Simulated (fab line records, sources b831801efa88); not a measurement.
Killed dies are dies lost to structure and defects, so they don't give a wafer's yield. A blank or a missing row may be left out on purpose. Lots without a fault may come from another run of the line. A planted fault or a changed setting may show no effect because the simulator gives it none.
fab line records | flow gf180mcu
record lots=5 wafers=15 last_day=34
route steps=602 shown DNWELL@40 NWELL@42 LVPWELL@54 MVSD@66
lots that met no fault: from a run of the same line without faults
start_h: hours from the record's first day to the start of the lot's first wafer shown | wait_h: hours since the lot's step before | " the same as in the row above | L1.1+2: a row that stands for several wafers | - no value, or no start given | * or withheld: withheld | < > ~ a bound
route shown NAME@n: a module of which the file shows steps, and the number in the route of the first | usual: mean/standard deviation of fault-free wafers | same: alike in all rows | chamber/n: place in a boat | sites: the reading at each site | _std_site: their standard deviation | _edge_site: outer sites' mean less inner sites' | radius_mm: how far each site lies from the wafer's centre | mask NAME#n: copy n | behind: the tool/chamber that last shaped the wafer | hold: why the lot was held/for how many hours/how that ended | device: the transistor (n, p or np) that didn't switch | end of line: the same wafers' tests at the end of the route | a step without rows: its recipe alone | killed: dies lost to structure and defects at the first sort, not the wafer's yield | map: a wafer's dies, x killed, . not, _ none there
set.NAME: the setting as run; set.NAME@STEP: as run at that earlier step | model.NAME: the simulator's own value behind a step, which no gauge read
lots at some steps of the route; a table a step, a row a wafer
services: from which hour (start_h, from the record's first day; less than 0 if before it) a tool's chamber was out of use, for how many hours, and why
## steps
# step GF_DNWELL_STRIP_08
# recipe chemistry=O2/N2 power_w=1400 pressure_mtorr=1500 platen_temp_c=250 o2_flow_sccm=3000 n2_flow_sccm=300 overash_fraction=0.5
# usual drypump_motor_current_A=5.8/0.46 heater_power_w=338/44 oes_product_au=0.722/0.0046 strip_time_to_endpoint_s=36.95/0.093
# columns lot.wafer tool chamber start_h wait_h drypump_motor_current_A heater_power_w oes_product_au rf_hours_counter_h strip_time_to_endpoint_s
L255.2 plasma_asher-03 0 57.79 0.1 6.5 378 0.719 41 36.99
L255.3 " 0 " " 6.5 379 0.730 - 36.91
L255.6 " 1 " " 5.5 320 0.723 - 36.94
L269.3 plasma_asher-02 1 132.42 0.1 5.6 323 0.728 - 36.63
L269.4 " 0 " " 6.4 391 0.731 - 36.87
L269.6 " 0 " " 6.4 396 0.721 - 36.81
L272.1 plasma_asher-04 1 149.45 0.1 5.3 284 0.726 3 37.09
L272.2 " 0 " " 5.4 291 0.723 3 36.97
L272.6 " 1 " " 5.3 291 0.715 - 37.00
L273.3 plasma_asher-02 1 153.33 0.1 5.6 320 0.718 - 36.99
L273.4 " 0 " " 6.4 395 0.725 - 36.94
L273.5 " 0 " " 6.4 404 0.720 - 36.93
L274.2 plasma_asher-03 1 160.84 0.1 5.5 310 0.726 51 37.01
L274.3 " 0 " " 6.5 381 0.721 - 36.97
L274.4 " 1 " " 5.4 310 0.729 - 37.01
# step GF_DNWELL_TW_MEAS_09
# usual DNWELL_TW=1347/14
# columns lot.wafer tool chamber start_h wait_h DNWELL_TW
L255.2 film_metro-01 - 57.90 0.1 1348
L255.3 " - " " 1355
L255.6 " - " " 1346
L269.3 film_metro-01 - 132.51 0.1 1352
L269.4 " - " " 1349
L269.6 " - " " 1350
L272.1 film_metro-03 - 149.55 0.1 1335
L272.2 " - " " 1336
L272.6 " - " " 1340
L273.3 film_metro-04 - 153.42 0.1 1333
L273.4 " - " " 1332
L273.5 " - " " 1329
L274.2 film_metro-01 - 160.95 0.1 1365
L274.3 " - " " 1367
L274.4 " - " " 1361
# step GF_NWELL_DEHYDRATE_00
# recipe temp_c=200 time_s=60
# step GF_NWELL_HMDS_01
# recipe prime_time_s=60 prime_temp_c=120
# step GF_NWELL_COAT_02
# recipe spin_rpm=2000 resist_thk_nm=3000
# step GF_NWELL_SOFTBAKE_03
# recipe temp_c=110 time_s=withheld
# step GF_NWELL_EXPOSE_04
# recipe mask_id=Nwell target_cd_nm=860 na=0.6 source_shape=conventional sigma_outer=0.6 dose_mj=260
# step GF_NWELL_PEB_05
# recipe temp_c=115 time_s=withheld
# step GF_NWELL_DEVELOP_06
# recipe wall_angle_deg=90 develop_time_s=60 dev_temp_c=23
# step GF_NWELL_OVL_MEAS_07
# usual NWELL_OVL=-0.3/1.8
# columns lot.wafer tool chamber start_h wait_h NWELL_OVL[nm]
L255.2 overlay-02 - 70.95 - -2.9
L255.3 " - " " -1.9
L255.6 " - " " -1.2
L269.3 overlay-01 - 147.63 - 1.7
L269.4 " - " " 0.9
L269.6 " - " " 1.5
L272.1 overlay-02 - 165.20 - -2.0
L272.2 " - " " 0.3
L272.6 " - " " -1.7
L273.3 overlay-01 - 169.38 - 0.3
L273.4 " - " " 0.8
L273.5 " - " " 0.0
L274.2 overlay-01 - 177.35 - -1.9
L274.3 " - " " -1.5
L274.4 " - " " -2.3
# step GF_NWELL_IMPLANT_08
# recipe species=P energy_kev=450 dose_cm2=1.5e+13 tilt_deg=0
# step GF_NWELL_IMPLANT_09
# recipe species=P energy_kev=160 dose_cm2=4e+12 tilt_deg=0
# step GF_NWELL_STRIP_10
# recipe chemistry=O2/N2 power_w=1400 pressure_mtorr=1500 platen_temp_c=250 o2_flow_sccm=3000 n2_flow_sccm=300 overash_fraction=0.5
# usual drypump_motor_current_A=5.6/0.37 heater_power_w=333/37 oes_product_au=0.722/0.0043 strip_time_to_endpoint_s=36.96/0.12
# columns lot.wafer tool chamber start_h wait_h drypump_motor_current_A heater_power_w oes_product_au rf_hours_counter_h strip_time_to_endpoint_s model.coat_of_NWELL_COAT_02.thk_nm
L255.2 plasma_asher-04 1 71.28 0.1 5.3 295 0.955 42 - 993.8
L255.3 " 1 " " 5.3 296 0.957 - - 993.6
L255.6 " 0 " " 5.4 288 0.950 - - 990.6
L269.3 plasma_asher-02 0 147.99 0.1 6.4 401 0.728 - 36.90 0
L269.4 " 1 " " 5.6 326 0.725 - 36.89 0
L269.6 " 1 " " 5.6 322 0.716 - 37.02 0
L272.1 plasma_asher-02 1 165.53 0.1 5.6 315 0.719 49 36.88 0
L272.2 " 0 " " 6.4 396 0.721 49 36.88 0
L272.6 " 1 " " 5.6 325 0.717 - 36.76 0
L273.3 plasma_asher-01 1 169.74 0.1 5.4 334 0.721 - 37.04 0
L273.4 " 0 " " 5.6 353 0.724 - 36.90 0
L273.5 " 1 " " 5.4 330 0.716 - 36.92 0
L274.2 plasma_asher-04 1 177.68 0.1 5.3 282 0.718 7 37.00 0
L274.3 " 0 " " 5.4 288 0.720 - 37.05 0
L274.4 " 1 " " 5.3 290 0.727 - 36.95 0
# step GF_NWELL_TW_MEAS_11
# usual NWELL_TW=1555/12
# columns lot.wafer tool chamber start_h wait_h NWELL_TW
L255.2 film_metro-02 - 71.39 0.1 1563
L255.3 " - " " 1557
L255.6 " - " " 1563
L269.3 film_metro-04 - 148.08 0.1 1541
L269.4 " - " " 1540
L269.6 " - " " 1529
L272.1 film_metro-03 - 165.63 0.1 1555
L272.2 " - " " 1556
L272.6 " - " " 1550
L273.3 film_metro-03 - 169.82 0.1 1564
L273.4 " - " " 1568
L273.5 " - " " 1565
L274.2 film_metro-04 - 177.79 0.1 1542
L274.3 " - " " 1540
L274.4 " - " " 1548
# step GF_LVPWELL_DEHYDRATE_00
# recipe temp_c=200 time_s=60
# step GF_LVPWELL_HMDS_01
# recipe prime_time_s=60 prime_temp_c=120
# step GF_LVPWELL_COAT_02
# recipe spin_rpm=2000 resist_thk_nm=3000
# step GF_LVPWELL_SOFTBAKE_03
# recipe temp_c=110 time_s=withheld
# step GF_LVPWELL_EXPOSE_04
# recipe mask_id=LVPWELL target_cd_nm=600 na=0.6 source_shape=conventional sigma_outer=0.6 dose_mj=260
# step GF_LVPWELL_PEB_05
# recipe temp_c=115 time_s=withheld
# step GF_LVPWELL_DEVELOP_06
# recipe wall_angle_deg=90 develop_time_s=60 dev_temp_c=23
# step GF_LVPWELL_OVL_MEAS_07
# usual LVPWELL_OVL=-0.1/1.3
# columns lot.wafer tool chamber start_h wait_h LVPWELL_OVL[nm]
L255.2 overlay-02 - 84.98 - -0.2
L255.3 " - " " 0.2
L255.6 " - " " -1.4
L269.3 overlay-01 - 163.50 - -0.1
L269.4 " - " " 0.5
L269.6 " - " " 1.4
L272.1 overlay-02 - 181.46 - -0.4
L272.2 " - " " -1.4
L272.6 " - " " -1.1
L273.3 overlay-02 - 186.22 - 1.5
L273.4 " - " " 0.5
L273.5 " - " " -0.7
L274.2 overlay-01 - 193.95 - 0.5
L274.3 " - " " 0.5
L274.4 " - " " -0.4
# step GF_LVPWELL_IMPLANT_08
# recipe species=B energy_kev=170 dose_cm2=1.5e+13 tilt_deg=0
# step GF_LVPWELL_IMPLANT_09
# recipe species=B energy_kev=60 dose_cm2=5e+12 tilt_deg=0
# step GF_LVPWELL_STRIP_10
# recipe chemistry=O2/N2 power_w=1400 pressure_mtorr=1500 platen_temp_c=250 o2_flow_sccm=3000 n2_flow_sccm=300 overash_fraction=0.5
# usual drypump_motor_current_A=5.6/0.4 heater_power_w=326/34 oes_product_au=0.722/0.0046 strip_time_to_endpoint_s=36.97/0.1
# columns lot.wafer tool chamber start_h wait_h drypump_motor_current_A heater_power_w oes_product_au rf_hours_counter_h strip_time_to_endpoint_s
L255.2 plasma_asher-01 0 85.31 0.1 5.5 353 0.734 29 51.86
L255.3 " 1 " " 5.4 330 0.722 - 51.85
L255.6 " 1 " " 5.4 329 0.727 - 51.77
L269.3 plasma_asher-03 0 163.86 0.1 6.5 383 0.722 - 36.95
L269.4 " 1 " " 5.4 316 0.720 - 37.07
L269.6 " 1 " " 5.4 312 0.726 - 37.04
L272.1 plasma_asher-01 1 181.79 0.1 5.4 332 0.719 40 37.01
L272.2 " 0 " " 5.6 348 0.719 40 37.12
L272.6 " 0 " " 5.5 344 0.721 - 37.11
L273.3 plasma_asher-04 0 186.58 0.1 5.3 283 0.717 - 36.84
L273.4 " 1 " " 5.3 291 0.719 - 36.84
L273.5 " 0 " " 5.4 279 0.720 - 36.72
L274.2 plasma_asher-01 0 194.28 0.1 5.5 343 0.723 41 37.00
L274.3 " 1 " " 5.4 336 0.723 - 36.88
L274.4 " 0 " " 5.5 354 0.717 - 37.00
# step GF_LVPWELL_TW_MEAS_11
# usual LVPWELL_TW=553/4.5
# columns lot.wafer tool chamber start_h wait_h LVPWELL_TW
L255.2 film_metro-04 - 85.42 0.1 29
L255.3 " - " " 29
L255.6 " - " " 29
L269.3 film_metro-02 - 163.95 0.1 561
L269.4 " - " " 559
L269.6 " - " " 559
L272.1 film_metro-03 - 181.89 0.1 557
L272.2 " - " " 556
L272.6 " - " " 557
L273.3 film_metro-04 - 186.66 0.1 547
L273.4 " - " " 551
L273.5 " - " " 553
L274.2 film_metro-04 - 194.39 0.1 550
L274.3 " - " " 553
L274.4 " - " " 550
# step GF_MVSD_DEHYDRATE_00
# recipe temp_c=200 time_s=60
## services
# columns tool chamber start_h hours kind
plasma_asher-03 - 61.93 1.7 repair
plasma_asher-01 - 95.61 1.9 repair
plasma_asher-01 - 95.69 0.6 repair
plasma_asher-04 - 108.75 9.0 pm
plasma_asher-04 0 108.75 9.0 vent_cycle
plasma_asher-04 1 108.75 9.0 vent_cycle
plasma_asher-04 0 117.75 - clean
plasma_asher-04 1 117.75 - clean
plasma_asher-03 - 124.87 4.0 repair
plasma_asher-03 - 168.31 15.6 pm
plasma_asher-02 - 177.66 2.8 pm
plasma_asher-03 - 183.91 14.6 pm
## key
first_sign step=GF_NWELL_STRIP_10 reading=oes_product_au direction=up sigmas=53 usual=0.722 struck=0.954
effect step=GF_LVPWELL_STRIP_10 reading=strip_time_to_endpoint_s direction=up sigmas=99+ usual=* struck=*
effect step=GF_LVPWELL_TW_MEAS_11 reading=LVPWELL_TW direction=down sigmas=99+ usual=553 struck=29
model_effect step=GF_NWELL_STRIP_10 value=coat_of_NWELL_COAT_02.thk_nm without=0 struck=992.6
met_at GF_NWELL_STRIP_10
struck_wafers L255.2,L255.3,L255.6
sort_left_out L255.2,L255.3,L255.6
tester_left_out L255
fault kind=strip_aborted tool=plasma_asher-04 chamber=- onset_h=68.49 steps=GF_NWELL_STRIP_10 offset=0.59906 end_h=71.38
# tester_left_out: of these lots the tester's yield and bins aren't shown, on N5 and GAA mostly nor the transistor test; their killed dies are dies lost to structure and defects alone, not to doping, threshold or leakage, so they don't give the yield
# sort_left_out: the simulated sort isn't trusted on such a fault, so these wafers' sort isn't shown, and their yield isn't known
